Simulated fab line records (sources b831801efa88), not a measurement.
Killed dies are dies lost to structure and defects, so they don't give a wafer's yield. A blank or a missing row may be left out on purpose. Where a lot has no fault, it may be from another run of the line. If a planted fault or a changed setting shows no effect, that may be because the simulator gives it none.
Problem report, 8D (eight disciplines) form, completed by code || flow gf180mcu || the parts of the form that need people (team, actions taken, sign-off) are left out

== 1. PROBLEM STATEMENT ==
Mean of dose ions cm2 at GF_HV_LDD_IMPLANT_35: 8.0e+12 across 6 wafers in 2 lots; on wafers with no fault it is 7.5e+12 (standard deviation 7.9e+09). That puts it +66 standard deviations away from the usual mean.
Earliest sighting: wafer L137.1 on implanter-02 at day 16 20:52. The record has a number at this step for 42 wafers belonging to 14 lots. The rule behind "out" and "out of limits": a value lying over 4 standard deviations away from the usual mean. Any other wafer with a number is counted as sound.

== 2. WHAT IT IS AND WHAT IT IS NOT ==
{"question": "which readings at this step", "is": "dose ions cm2", "is not": "beam energy keV"}
{"question": "which lots", "is": "L137, L138", "is not": "L121, L122, L123, L125, L126, L127, L128, L129, L130, L141, L142, L143"}
{"question": "which wafers of those lots", "is": "all that have a number", "is not": "-"}
{"question": "read on which tools", "is": "implanter-02", "is not": "implanter-01, implanter-04"}
{"question": "when", "is": "from day 16 20:52", "is not": "up to then (27 sound wafers); but 9 sound wafers of L141, L142, L143 came after"}

== 3. SUSPECTS, AND WHAT RULES EACH OUT ==
Counting: any tool at a process step up to the reading is kept as a suspect provided that every lot that is out went through it and no sound lot did after the first of them.
- implanter-02 at GF_HV_LDD_IMPLANT_35: kept. It processed each lot that is out, first L137 at day 16 20:52, and no sound lot thereafter; up to then, the last sound lot it processed was L127 at day 13 14:21. Out on those wafers are its own readings of dose ions cm2.
Left after counting: implanter-02 at GF_HV_LDD_IMPLANT_35.

== 4. THE CAUSE (what the simulator had put in) ==
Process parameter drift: implanter-02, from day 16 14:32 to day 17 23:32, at GF_HV_LDD_IMPLANT_35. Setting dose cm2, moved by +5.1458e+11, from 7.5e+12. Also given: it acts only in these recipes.
This tool alone remained once counting was done.

== 5. SEQUENCE OF EFFECTS, ordered by route ==
One row per reading whose mean, taken over the struck wafers that have a number, lies over 3 standard deviations from the usual. Readings are gone through only where the record gives a usual standard deviation; hours: the median, over the lots, of the time from a lot's start at the first step in this table giving one to that lot's start at this step; sigmas: the change measured in usual standard deviations.
{"hours": 0, "step": "GF_HV_LDD_IMPLANT_35", "reading": "dose ions cm2", "usual": 7.5e+12, "on struck wafers": 8.0e+12, "change": "+5.2e+11", "sigmas": "+66"}
{"hours": 0, "step": "GF_HV_LDD_IMPLANT_35", "reading": "faraday current uA", "usual": 42.3, "on struck wafers": 45.1, "change": "+2.8", "sigmas": "+3.5"}
The process steps in it:
- GF_HV_LDD_IMPLANT_35
At these later measuring or inspecting steps, every struck wafer for which the step has a row has a number for every such reading, and none has moved that far: GF_SAB_CD_MEAS_09.

== 6. HOW IT WOULD HAVE BEEN CAUGHT EARLIER ==
In this record no reading fell out of limits until day 16 20:52, 6 hours after the fault had begun at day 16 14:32.
